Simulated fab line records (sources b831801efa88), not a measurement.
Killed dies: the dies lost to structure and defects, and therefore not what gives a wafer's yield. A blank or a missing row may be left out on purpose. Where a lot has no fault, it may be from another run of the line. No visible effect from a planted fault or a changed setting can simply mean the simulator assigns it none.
fab line records	flow sky130
[record] lots = 7	wafers = 21	last_day = 50
route steps=708 shown RES_XHIGH@339 SD_N@342
lots that met no fault: from a run of the same line without faults
start_h: hours from the record's first day to the start of the lot's first wafer shown	wait_h: hours from the lot's prior step to this one	" repeats the value in the row above	L1.1+2: one row covering several wafers at once	- value missing, or start not given	* or withheld: withheld	< > ~ a bound
route shown NAME@n: NAME is a module with steps in the file, n the number in the route of the first one	usual: mean/standard deviation of fault-free wafers	same: alike in all rows	chamber/n: place in a boat	sites: each site's reading	_std_site: standard deviation of those values	_edge_site: mean of outer sites minus mean of inner sites	radius_mm: how far each site lies from the wafer's centre	mask NAME#n: copy n	behind: the tool/chamber that last shaped the wafer	hold: the reason the lot was held/the length of the hold in hours/how it ended	device: the transistor (n, p or np) that didn't switch	end of line: the route-end tests of the same wafers	a step with no rows: only its recipe	killed: at the first sort, the dies lost to defects and structure; wafer yield is something else	map: a wafer's dies, x killed, . not, _ none there
set.NAME: the setting that was run; set.NAME@STEP: the one run at that earlier step	model.NAME: the simulator's own value behind a step, which no gauge read
a table for each step, a row for each wafer; lots at some steps of the route
services: a tool's chamber out of use, with start hour (start_h, from the record's first day; less than 0 if before it), hours out, and reason
[[steps]]
[step SKY_RES_XHIGH_IMPLANT_07]
[recipe] species = BF2	energy_kev = 20	dose_cm2 = 3.6e+14	tilt_deg = 0
[step SKY_RES_XHIGH_STRIP_08]
[recipe] chemistry = O2/N2	power_w = 1400	pressure_mtorr = 1500	platen_temp_c = withheld	o2_flow_sccm = 3000	n2_flow_sccm = 300	overash_fraction = 0.5
[usual] drypump_motor_current_A = 5.5/0.31	oes_product_au = 0.711/0.0045	strip_time_to_endpoint_s = 14.26/0.039
lot.wafer	tool	chamber	start_h	wait_h	drypump_motor_current_A	oes_product_au	rf_hours_counter_h	strip_time_to_endpoint_s
L223.1	plasma_asher-02	0	622.76	0.1	5.3	0.707	82	14.29
L223.4	"	0	"	"	5.3	0.714	-	14.24
L223.5	"	0	"	"	5.3	0.709	-	14.33
L235.2	plasma_asher-04	1	726.56	0.1	6.1	0.704	90	14.22
L235.3	"	1	"	"	6.1	0.711	-	14.21
L235.5	"	1	"	"	6.1	0.707	-	14.22
L236.1	plasma_asher-03	0	735.23	0.1	5.6	0.712	36	14.32
L236.2	"	1	"	"	5.3	0.707	36	14.27
L236.4	"	0	"	"	5.6	0.709	-	14.31
L237.2	plasma_asher-03	1	736.63	0.1	5.3	0.721	36	14.26
L237.3	"	1	"	"	5.3	0.713	-	14.24
L237.4	"	0	"	"	5.6	0.707	-	14.28
L239.1	plasma_asher-03	0	757.78	0.1	5.6	0.711	38	14.27
L239.4	"	1	"	"	5.3	0.702	-	14.27
L239.6	"	1	"	"	5.3	0.709	-	14.29
L240.1	plasma_asher-04	0	758.08	0.1	5.7	0.704	1	14.21
L240.4	"	0	"	"	5.7	0.706	-	14.27
L240.5	"	1	"	"	6.1	0.711	-	14.21
L245.1	plasma_asher-02	1	800.46	0.1	5.1	0.709	100	14.24
L245.3	"	0	"	"	5.3	0.702	-	14.27
L245.4	"	1	"	"	5.1	0.715	-	14.30
[step SKY_RES_XHIGH_TW_MEAS_09]
[usual] RES_XHIGH_TW = 1637/9.8
lot.wafer	tool	chamber	start_h	wait_h	RES_XHIGH_TW
L223.1	film_metro-02	-	622.86	0.1	1645
L223.4	"	-	"	"	1647
L223.5	"	-	"	"	1648
L235.2	film_metro-02	-	726.67	0.1	1635
L235.3	"	-	"	"	1634
L235.5	"	-	"	"	1638
L236.1	film_metro-04	-	735.33	0.1	1616
L236.2	"	-	"	"	1615
L236.4	"	-	"	"	1628
L237.2	film_metro-03	-	736.74	0.1	1633
L237.3	"	-	"	"	1634
L237.4	"	-	"	"	1643
L239.1	film_metro-03	-	757.88	0.1	1644
L239.4	"	-	"	"	1643
L239.6	"	-	"	"	1648
L240.1	film_metro-04	-	758.18	0.1	1642
L240.4	"	-	"	"	1628
L240.5	"	-	"	"	1630
L245.1	film_metro-03	-	800.56	0.1	1635
L245.3	"	-	"	"	1639
L245.4	"	-	"	"	1637
[step SKY_SD_N_DEHYDRATE_00]
[recipe] temp_c = 200	time_s = 60
[step SKY_SD_N_HMDS_01]
[recipe] prime_time_s = 60	prime_temp_c = 120
[step SKY_SD_N_COAT_02]
[recipe] resist = NOVOLAK	spin_rpm = 3000	resist_thk_nm = 1140
[step SKY_SD_N_SOFTBAKE_03]
[recipe] temp_c = 90	time_s = 60	resist = NOVOLAK
[step SKY_SD_N_EXPOSE_04]
[recipe] mask_id = NSDM	na = 0.6	source_shape = conventional	sigma_outer = 0.6	polarization = unpolarized	target_cd_nm = 380	dose_mj = 141
[step SKY_SD_N_PEB_05]
[recipe] temp_c = withheld	time_s = *	resist = NOVOLAK
[step SKY_SD_N_DEVELOP_06]
[recipe] resist = NOVOLAK	developer = TMAH	develop_time_s = 60	dev_temp_c = 23
[step SKY_SD_N_CD_MEAS_07]
[recipe] target_cd_nm = 380
[usual] cd_nm = 380.5/2.7
lot.wafer	tool	chamber	start_h	wait_h	cd_nm
L223.1	cd_sem-01	-	650.95	0.1	376.8
L223.4	"	-	"	"	377.3
L223.5	"	-	"	"	375.3
L235.2	cd_sem-02	-	753.48	0.1	382.0
L235.3	"	-	"	"	383.5
L235.5	"	-	"	"	382.6
L236.1	cd_sem-01	-	762.87	0.2	381.6
L236.2	"	-	"	"	381.5
L236.4	"	-	"	"	381.3
L237.2	cd_sem-01	-	763.68	0.1	377.9
L237.3	"	-	"	"	378.7
L237.4	"	-	"	"	376.0
L239.1	cd_sem-01	-	785.16	0.1	380.8
L239.4	"	-	"	"	381.9
L239.6	"	-	"	"	381.7
L240.1	cd_sem-02	-	785.46	0.1	381.1
L240.4	"	-	"	"	379.1
L240.5	"	-	"	"	382.6
L245.1	cd_sem-02	-	826.41	0.1	383.6
L245.3	"	-	"	"	386.7
L245.4	"	-	"	"	385.6
[step SKY_SD_N_OVL_MEAS_08]
[usual] SD_N_OVL = 1.5/1.4
lot.wafer	tool	chamber	start_h	wait_h	SD_N_OVL[nm]
L223.1	overlay-02	-	651.07	0.1	-0.3
L223.4	"	-	"	"	1.1
L223.5	"	-	"	"	-1.1
L235.2	overlay-01	-	753.62	0.1	0.2
L235.3	"	-	"	"	-1.3
L235.5	"	-	"	"	2.7
L236.1	overlay-01	-	762.99	0.1	1.9
L236.2	"	-	"	"	1.8
L236.4	"	-	"	"	2.6
L237.2	overlay-02	-	763.78	0.1	-0.1
L237.3	"	-	"	"	1.2
L237.4	"	-	"	"	0.4
L239.1	overlay-01	-	785.28	0.1	2.5
L239.4	"	-	"	"	2.1
L239.6	"	-	"	"	3.1
L240.1	overlay-01	-	785.58	0.1	2.1
L240.4	"	-	"	"	1.5
L240.5	"	-	"	"	1.4
L245.1	overlay-02	-	826.53	0.1	1.1
L245.3	"	-	"	"	0.6
L245.4	"	-	"	"	1.5
[step SKY_SD_N_IMPLANT_09]
[recipe] species = As	energy_kev = 50	dose_cm2 = 4e+15	tilt_deg = 0
[usual] beam_energy_keV = 49.998/0.017	beam_on_s = 17.9/0.55	tilt_deg = -0.004/0.018
lot.wafer	tool	chamber	start_h	wait_h	beam_energy_keV	beam_on_s	tilt_deg
L223.1	implanter-04	0	651.11	0.0	50.004	17.3	-0.016
L223.4	"	0	"	"	50.012	17.0	0.015
L223.5	"	0	"	"	49.978	17.0	0.011
L235.2	implanter-01	-	753.67	0.0	-	-	-
L235.3	"	-	"	"	-	-	-
L235.5	"	-	"	"	-	-	-
L236.1	implanter-03	-	763.03	0.0	-	-	-
L236.2	"	-	"	"	-	-	-
L236.4	"	-	"	"	-	-	-
L237.2	implanter-01	-	763.84	0.0	-	-	-
L237.3	"	-	"	"	-	-	-
L237.4	"	-	"	"	-	-	-
L239.1	implanter-03	0	785.31	0.0	49.976	17.7	-0.040
L239.4	"	0	"	"	49.990	17.7	0.006
L239.6	"	0	"	"	50.000	18.1	-0.030
L240.1	implanter-04	0	785.61	0.0	50.013	17.3	0.028
L240.4	"	0	"	"	50.028	17.1	-0.006
L240.5	"	0	"	"	50.011	17.5	0.004
L245.1	implanter-01	0	826.56	0.0	49.999	18.2	-0.014
L245.3	"	0	"	"	50.002	18.4	-0.027
L245.4	"	0	"	"	49.991	18.0	-0.012
[step SKY_SD_N_IMPLANT_10]
[recipe] species = P	energy_kev = 20	dose_cm2 = 1e+14	tilt_deg = 0
[step SKY_SD_N_STRIP_11]
[recipe] chemistry = O2/N2	power_w = 1400	pressure_mtorr = 1500	platen_temp_c = withheld	o2_flow_sccm = 3000	n2_flow_sccm = 300	overash_fraction = 0.5
[usual] drypump_motor_current_A = 5.8/0.51	oes_product_au = 0.526/0.0043	strip_time_to_endpoint_s = 22.52/0.038
lot.wafer	tool	chamber	start_h	wait_h	drypump_motor_current_A	oes_product_au	rf_hours_counter_h	strip_time_to_endpoint_s
L223.1	plasma_asher-03	1	651.41	0.1	5.3	0.523	28	22.61
L223.4	"	0	"	"	5.6	0.532	-	22.55
L223.5	"	0	"	"	5.6	0.520	-	22.57
L235.2	plasma_asher-03	0	753.95	0.1	5.6	0.715	38	14.19
L235.3	"	0	"	"	5.6	0.722	-	14.15
L235.5	"	1	"	"	5.3	0.718	-	14.18
L236.1	plasma_asher-04	0	763.33	0.1	5.7	0.716	2	14.13
L236.2	"	1	"	"	6.1	0.718	2	14.14
L236.4	"	0	"	"	5.7	0.715	-	14.13
L237.2	plasma_asher-01	1	764.11	0.1	5.8	0.720	66	14.19
L237.3	"	0	"	"	6.7	0.715	-	14.16
L237.4	"	1	"	"	5.8	0.710	-	14.18
L239.1	plasma_asher-03	1	785.61	0.1	5.3	0.529	42	22.58
L239.4	"	1	"	"	5.3	0.528	-	22.53
L239.6	"	0	"	"	5.6	0.513	-	22.49
L240.1	plasma_asher-01	1	785.91	0.1	5.8	0.521	68	22.56
L240.4	"	1	"	"	5.8	0.532	-	22.55
L240.5	"	1	"	"	5.8	0.529	-	22.59
L245.1	plasma_asher-04	0	826.86	0.1	5.7	0.522	3	22.48
L245.3	"	0	"	"	5.7	0.525	-	22.50
L245.4	"	1	"	"	6.1	0.523	-	22.48
[step SKY_SD_N_TW_MEAS_12]
[usual] SD_N_TW = 3968/26
lot.wafer	tool	chamber	start_h	wait_h	SD_N_TW
L223.1	film_metro-04	-	651.51	0.1	3950
L223.4	"	-	"	"	3948
L223.5	"	-	"	"	3937
L235.2	film_metro-04	-	754.06	0.1	1377
L235.3	"	-	"	"	1378
L235.5	"	-	"	"	1378
L236.1	film_metro-02	-	763.43	0.1	1391
L236.2	"	-	"	"	1392
L236.4	"	-	"	"	1386
L237.2	film_metro-02	-	764.22	0.1	1383
L237.3	"	-	"	"	1387
L237.4	"	-	"	"	1392
L239.1	film_metro-04	-	785.71	0.1	3968
L239.4	"	-	"	"	3950
L239.6	"	-	"	"	3945
L240.1	film_metro-04	-	786.01	0.1	3956
L240.4	"	-	"	"	3961
L240.5	"	-	"	"	3959
L245.1	film_metro-04	-	826.96	0.1	3942
L245.3	"	-	"	"	3925
L245.4	"	-	"	"	3927
[step SKY_SD_N_CLEAN_13]
[recipe] chemistry = SC1/SC2	mix = 1:4:20	temp_c = 70	time_s = 150	dry = n2_spin
[step SKY_SD_N_RTA_14]
[recipe] temp_c = 1075	time_s = 2	idle_temp_c = 650	ramp_up_c_per_s = 150	ramp_down_c_per_s = 90	ambient = N2
[usual] lamp_power_pct = 15.73/0.051	wafer_temp_C_max = 1078.1/1.4
lot.wafer	tool	chamber	start_h	wait_h	lamp_power_pct	wafer_temp_C_max
L223.1	rtp_anneal-01	0	651.62	0.0	15.69	1076.4
L223.4	"	0	"	"	15.73	1079.2
L223.5	"	0	"	"	15.71	1077.2
L235.2	rtp_anneal-01	0	754.17	0.0	15.74	1078.3
L235.3	"	0	"	"	15.76	1077.4
L235.5	"	0	"	"	15.72	1076.8
L236.1	rtp_anneal-02	0	763.54	0.0	15.77	1075.8
L236.2	"	0	"	"	15.73	1077.7
L236.4	"	0	"	"	15.75	1077.1
L237.2	rtp_anneal-01	0	764.33	0.0	15.76	1078.6
L237.3	"	0	"	"	15.83	1078.7
L237.4	"	0	"	"	15.77	1077.4
L239.1	rtp_anneal-01	0	785.82	0.0	15.73	1079.1
L239.4	"	0	"	"	15.71	1078.0
L239.6	"	0	"	"	15.67	1080.3
L240.1	rtp_anneal-02	0	786.12	0.0	15.68	1077.8
L240.4	"	0	"	"	15.70	1077.8
L240.5	"	0	"	"	15.78	1077.3
L245.1	rtp_anneal-02	0	827.08	0.0	15.74	1079.0
L245.3	"	0	"	"	15.73	1077.1
L245.4	"	0	"	"	15.71	1077.9
[step SKY_SD_N_RS_MEAS_16]
[recipe] thk_meas_gauge = four-point-probe
[usual] SD_N_RS = 68.58/0.13
lot.wafer	tool	chamber	start_h	wait_h	SD_N_RS[ohm/sq]
L223.1	film_metro-03	-	651.80	0.1	68.50
L223.4	"	-	"	"	68.45
L223.5	"	-	"	"	68.44
L235.2	film_metro-02	-	754.35	0.1	442.32
L235.3	"	-	"	"	442.27
L235.5	"	-	"	"	443.32
L236.1	film_metro-02	-	763.71	0.1	442.49
L236.2	"	-	"	"	441.01
L236.4	"	-	"	"	442.17
L237.2	film_metro-03	-	764.52	0.1	442.84
L237.3	"	-	"	"	441.06
L237.4	"	-	"	"	441.02
L239.1	film_metro-03	-	786.00	0.1	68.81
L239.4	"	-	"	"	68.55
L239.6	"	-	"	"	68.60
L240.1	film_metro-02	-	786.30	0.1	68.49
L240.4	"	-	"	"	68.74
L240.5	"	-	"	"	68.58
L245.1	film_metro-02	-	827.25	0.1	68.70
L245.3	"	-	"	"	68.67
L245.4	"	-	"	"	68.83
[[services]]
tool	chamber	start_h	hours	kind
implanter-03	-	599.04	5.8	repair
plasma_asher-01	-	615.14	4.3	pm
implanter-03	-	635.88	1.2	repair
plasma_asher-04	-	642.61	2.4	repair
implanter-01	-	655.54	8.8	repair
implanter-03	-	665.81	4.2	repair
implanter-04	-	671.37	1.6	repair
implanter-04	-	672.57	7.1	repair
implanter-03	-	674.80	4.3	repair
implanter-04	-	690.95	5.3	pm
implanter-03	-	707.61	3.3	pm
implanter-03	-	729.66	1.8	repair
plasma_asher-04	-	733.75	9.0	pm
plasma_asher-04	0	733.75	9.0	vent_cycle
plasma_asher-04	1	733.75	9.0	vent_cycle
plasma_asher-04	0	742.75	-	clean
plasma_asher-04	1	742.75	-	clean
plasma_asher-02	-	743.40	3.0	repair
plasma_asher-04	-	765.51	37.2	repair
plasma_asher-04	-	775.08	2.7	repair
implanter-01	-	794.10	12.4	repair
plasma_asher-04	-	802.75	14.6	pm
implanter-04	-	825.81	28.4	pm
[[key]]
[first_sign] step = SKY_SD_N_IMPLANT_09	reading = tool_record	direction = missing
[effect] step = SKY_SD_N_STRIP_11	reading = strip_time_to_endpoint_s	direction = down	sigmas = 99+	usual = *	struck = *
[effect] step = SKY_SD_N_TW_MEAS_12	reading = SD_N_TW	direction = down	sigmas = 99+	usual = 3968	struck = 1385
[effect] step = SKY_SD_N_RS_MEAS_16	reading = SD_N_RS	direction = up	sigmas = 99+	usual = 68.58	struck = 442.06
met_at SKY_SD_N_IMPLANT_09
struck_wafers L235.2,L235.3,L235.5,L236.1,L236.2,L236.4,L237.2,L237.3,L237.4
later_rows_left_out L235.2,L235.3,L235.5,L236.1,L236.2,L236.4,L237.2,L237.3,L237.4
sort_left_out L235.2,L235.3,L235.5,L236.1,L236.2,L236.4,L237.2,L237.3,L237.4
tester_left_out L235,L236,L237
[fault] kind = skipped_step_whole	tool = implanter-01,implanter-03	chamber = -	onset_h = 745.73	steps = SKY_SD_N_IMPLANT_09	scope = struck_lots_only
// tester_left_out: of these lots the tester's yield and bins aren't shown, on N5 and GAA mostly nor the transistor test; their killed dies are dies lost to structure and defects alone, not to doping, threshold or leakage, so they don't give the yield
// sort_left_out: the simulated sort isn't trusted on such a fault, so these wafers' sort isn't shown, and their yield isn't known
// later_rows_left_out: the simulator's readings of these wafers behind a module that went badly wrong aren't trusted and aren't shown, but for the sort
